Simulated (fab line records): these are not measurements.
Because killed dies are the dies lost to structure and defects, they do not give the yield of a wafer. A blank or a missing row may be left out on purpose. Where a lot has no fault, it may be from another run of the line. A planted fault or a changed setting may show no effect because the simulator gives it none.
Commonality check across tools -- flow gf180mcu -- 12 lots and 36 wafers in the sample

WHY THIS WAS OPENED
GF_LVPWELL_TW_MEAS_11, reading LVPWELL_TW: flagged on 2 of 12 lots. Wafers without a fault read 560.3, standard deviation 2.9.
Rule: a lot is flagged when every wafer of it that has a number lies more than 4 standard deviations from that mean, or none has a number. The other lots count as sound.

lot,measured,on,"LVPWELL_TW, wafer by wafer",flag
L460,day 3 22:11,filmMetro-02,558.7 560.5 557.7,
L461,day 4 04:23,filmMetro-01,561.6 562.2 558.6,
L466,day 5 12:29,filmMetro-02,560.2 561.0 562.3,
L467,day 5 13:35,filmMetro-01,618.3 622.0 620.6,FLAGGED
L468,day 5 18:22,filmMetro-04,558.2 560.1 559.2,
L469,day 5 23:32,filmMetro-02,615.6 615.9 618.0,FLAGGED
L475,day 7 09:43,filmMetro-02,561.9 561.1 561.3,
L477,day 7 22:05,filmMetro-02,563.4 561.3 560.4,
L479,day 8 08:47,filmMetro-04,555.6 557.4 555.6,
L480,day 8 13:59,filmMetro-01,558.7 559.5 562.2,
L481,day 8 19:07,filmMetro-01,562.2 562.6 564.6,
L482,day 9 01:17,filmMetro-02,562.1 563.0 565.1,
Average over the flagged lots: 618.4; offset from the usual +58.1, equal to +20 standard deviations.

TOOL THAT RAN EACH LOT
2 process steps preceding the reading are held in the record, out of 602 steps in the route. Every cell lists first the tool, next ch and the chambers used by the sampled wafers, and last the start.
lot,flag,GF_NWELL_STRIP_10,GF_LVPWELL_IMPLANT_08
L460,,"plasmaAsher-03 ch 0,1, day 3 08:34","implanter-02 ch 0, day 3 21:47"
L461,,"plasmaAsher-04 ch 0,1, day 3 15:05","implanter-04 ch 0, day 4 03:59"
L466,,"plasmaAsher-04 ch 0,1, day 4 21:20","implanter-03 ch 0, day 5 12:05"
L467,FLAGGED,"plasmaAsher-03 ch 0,1, day 4 23:17","implanter-03 ch 0, day 5 13:11"
L468,,"plasmaAsher-04 ch 0,1, day 5 03:37","implanter-02 ch 0, day 5 17:58"
L469,FLAGGED,"plasmaAsher-04 ch 0, day 5 08:52","implanter-03 ch 0, day 5 23:08"
L475,,"plasmaAsher-03 ch 0, day 6 17:16","implanter-04 ch 0, day 7 09:19"
L477,,"plasmaAsher-03 ch 0,1, day 7 05:35","implanter-04 ch 0, day 7 21:41"
L479,,"plasmaAsher-03 ch 0,1, day 7 16:07","implanter-02 ch 0, day 8 08:23"
L480,,"plasmaAsher-04 ch 0,1, day 7 21:16","implanter-03 ch 0, day 8 13:35"
L481,,"plasmaAsher-04 ch 0,1, day 8 02:43","implanter-04 ch 0, day 8 18:43"
L482,,"plasmaAsher-03 ch 0,1, day 8 07:29","implanter-03 ch 0, day 9 00:53"
These steps, and what they do:
- GF_NWELL_STRIP_10: strips in O2/N2.
- GF_LVPWELL_IMPLANT_08
- GF_LVPWELL_TW_MEAS_11

FLAGGED AGAINST TOTAL, ONE TOOL AT A TIME (gauges that did the reading follow at the end)
step,tool,lots run,flagged,share of the flagged lots,sound lots run after its first flagged lot
GF_NWELL_STRIP_10,plasmaAsher-03,6,1,some,"4 (L475,L477,L479,L482)"
GF_NWELL_STRIP_10,plasmaAsher-04,6,1,some,"2 (L480,L481)"
GF_LVPWELL_IMPLANT_08,implanter-02,3,0,none,-
GF_LVPWELL_IMPLANT_08,implanter-03,5,2,all,"2 (L480,L482)"
GF_LVPWELL_IMPLANT_08,implanter-04,4,0,none,-
GF_LVPWELL_TW_MEAS_11,filmMetro-01,4,1,some,"2 (L480,L481)"
GF_LVPWELL_TW_MEAS_11,filmMetro-02,6,1,some,"3 (L475,L477,L482)"
GF_LVPWELL_TW_MEAS_11,filmMetro-04,2,0,none,-

WHAT IS ALLOWED BY THE TABLE
All flagged lots share 1 row of the table, namely implanter-03 at GF_LVPWELL_IMPLANT_08.
- implanter-03 at GF_LVPWELL_IMPLANT_08: 2 of its 5 lots flagged. Sound lots followed the first flagged one (L480, L482) on it, something a lasting fault affecting the whole tool could not allow. Its own readings lie more than 4 standard deviations out on every wafer of the flagged lots: tiltDeg.
Every row of the table either missed a flagged lot or ran a sound lot after the first.

WHAT THE SIMULATOR HAD INSERTED
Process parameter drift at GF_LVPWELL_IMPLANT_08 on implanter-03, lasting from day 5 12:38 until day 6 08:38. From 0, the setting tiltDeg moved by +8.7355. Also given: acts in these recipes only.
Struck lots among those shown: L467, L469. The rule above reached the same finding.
